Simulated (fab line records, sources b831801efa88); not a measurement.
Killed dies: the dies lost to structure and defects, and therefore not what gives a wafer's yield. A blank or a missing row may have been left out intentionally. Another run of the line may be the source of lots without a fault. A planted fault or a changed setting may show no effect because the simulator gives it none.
The tool behind it: which one? / flow sky130 / Sampling: 6 lots, 18 wafers, 2 of 708 route steps

## WHAT THE GAUGES SHOWED, per wafer
SKY_GATE_OXIDE_TW_MEAS_14.
lot=L880; measured=day 13 22:42; on=film_metro-03; GATE_OXIDE_TW=227.2 227.8 227.3
lot=L885; measured=day 16 01:53; on=film_metro-03; GATE_OXIDE_TW=226.7 226.7 227.7
lot=L887; measured=day 16 19:06; on=film_metro-04; GATE_OXIDE_TW=225.9 225.6 224.9
lot=L890; measured=day 17 17:19; on=film_metro-04; GATE_OXIDE_TW=224.3 225.2 224.6
lot=L892; measured=day 18 14:33; on=film_metro-02; GATE_OXIDE_TW=224.0 225.9 225.4
lot=L901; measured=day 21 11:59; on=film_metro-02; GATE_OXIDE_TW=325.8 326.8 324.6 325.9 326.5 325.5

## WHAT TOOL EACH LOT RAN ON (gives the tool, then ch and the chambers of the sampled wafers, and finally the start)
lot=L880; SKY_GATE_OXIDE_IMPLANT_11=implanter-03 ch 0, day 13 22:20
lot=L885; SKY_GATE_OXIDE_IMPLANT_11=implanter-04 ch 0, day 16 01:34
lot=L887; SKY_GATE_OXIDE_IMPLANT_11=implanter-04 ch 0, day 16 18:44
lot=L890; SKY_GATE_OXIDE_IMPLANT_11=implanter-03 ch 0, day 17 16:57
lot=L892; SKY_GATE_OXIDE_IMPLANT_11=implanter-03 ch 0, day 18 14:13
lot=L901; SKY_GATE_OXIDE_IMPLANT_11=implanter-04 ch 0, day 21 11:38
- SKY_GATE_OXIDE_IMPLANT_11

## THE ANSWER, worked out from the rows above alone
Rule: usual is defined by the lots themselves. Put in order of their means at a reading, lots are off if they are a third of the lots or fewer, leave a main group of 4 or more, and stand apart from it by a gap of 3 or more times the standard deviation of the main group's means; of several such gaps the widest counts. If all means in a main group match to the digits the tables above print for the reading, that group is not used. Also off: a lot with no number at a reading for which 4 or more lots have one. All remaining lots with rows at the step are treated as sound.
Off: L901, at SKY_GATE_OXIDE_TW_MEAS_14 (GATE_OXIDE_TW). Main group: mean 225.9, sd 1.1.
If a tool, at a process step before that reading, ran all the lots that are off and no sound lot after the first of them, it fits. Those tools and the gauges at SKY_GATE_OXIDE_TW_MEAS_14 are tried in the same way. Undecided on this evidence; 2 tools fit (implanter-04 at SKY_GATE_OXIDE_IMPLANT_11, film_metro-02 at SKY_GATE_OXIDE_TW_MEAS_14).

## WHAT THE SIMULATOR PUT IN
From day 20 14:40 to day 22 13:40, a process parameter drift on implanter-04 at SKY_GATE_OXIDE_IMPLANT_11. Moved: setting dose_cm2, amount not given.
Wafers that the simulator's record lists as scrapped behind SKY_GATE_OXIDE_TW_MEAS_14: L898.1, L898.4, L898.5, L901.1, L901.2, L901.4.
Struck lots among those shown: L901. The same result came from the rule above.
